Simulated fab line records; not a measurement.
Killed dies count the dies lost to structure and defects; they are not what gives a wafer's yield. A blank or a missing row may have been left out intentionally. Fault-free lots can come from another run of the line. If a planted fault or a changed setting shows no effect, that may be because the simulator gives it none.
The tool behind it: which one? || flow sky130 || at 1 step of a route of 708, 11 lots with 33 wafers sampled

== WHAT EACH GAUGE READ, for each wafer ==
SKY_VT_ADJUST_LVTN_OVL_MEAS_07.
{"lot": "L296", "measured": "day 6 23:50", "on": "overlay-01", "VT_ADJUST_LVTN_OVL (nm)": "-2.5 1.1 -1.0"}
{"lot": "L297", "measured": "day 7 05:14", "on": "overlay-01", "VT_ADJUST_LVTN_OVL (nm)": "1.8 -0.5 1.5"}
{"lot": "L298", "measured": "day 7 11:08", "on": "overlay-02", "VT_ADJUST_LVTN_OVL (nm)": "-1.3 -1.4 0.2"}
{"lot": "L299", "measured": "day 7 14:59", "on": "overlay-01", "VT_ADJUST_LVTN_OVL (nm)": "-1.0 0.3 2.1"}
{"lot": "L301", "measured": "day 8 01:50", "on": "overlay-02", "VT_ADJUST_LVTN_OVL (nm)": "1.5 -1.1 -1.9"}
{"lot": "L300", "measured": "day 8 04:27", "on": "overlay-01", "VT_ADJUST_LVTN_OVL (nm)": "0.7 -0.6 -0.4"}
{"lot": "L302", "measured": "day 8 13:23", "on": "overlay-02", "VT_ADJUST_LVTN_OVL (nm)": "0.2 -0.6 -1.0"}
{"lot": "L303", "measured": "day 8 19:41", "on": "overlay-02", "VT_ADJUST_LVTN_OVL (nm)": "1.0 0.5 -1.2"}
{"lot": "L304", "measured": "day 9 03:56", "on": "overlay-02", "VT_ADJUST_LVTN_OVL (nm)": "1.9 0.3 -0.1"}
{"lot": "L305", "measured": "day 9 10:20", "on": "overlay-02", "VT_ADJUST_LVTN_OVL (nm)": "2.1 2.7 1.4"}
{"lot": "L306", "measured": "day 10 00:42", "on": "overlay-01", "VT_ADJUST_LVTN_OVL (nm)": "1.5 1.9 -1.5"}

== TOOL THAT RAN EACH LOT (tool first, then ch and the chambers of the sampled wafers, then the start) ==
There is no process step in the record ahead of these readings.

== THE ANSWER, worked out from the rows above alone ==
Rule: the lots themselves supply what counts as usual. The widest of any qualifying gaps counts: lots, ordered by their means at a reading, are off when they make up no more than a third of the lots, leave a main group of 4 or more, and stand apart from it by 3 or more times the standard deviation of that group's means. A main group whose means are all the same, to the digits that the tables above print for the reading, isn't used. Also off: a lot with no number at a reading for which 4 or more lots have one. The other lots that the step has rows for count as sound.
No lot is off at any reading shown: from this, nothing can be told.

== WHAT THE SIMULATOR PUT IN ==
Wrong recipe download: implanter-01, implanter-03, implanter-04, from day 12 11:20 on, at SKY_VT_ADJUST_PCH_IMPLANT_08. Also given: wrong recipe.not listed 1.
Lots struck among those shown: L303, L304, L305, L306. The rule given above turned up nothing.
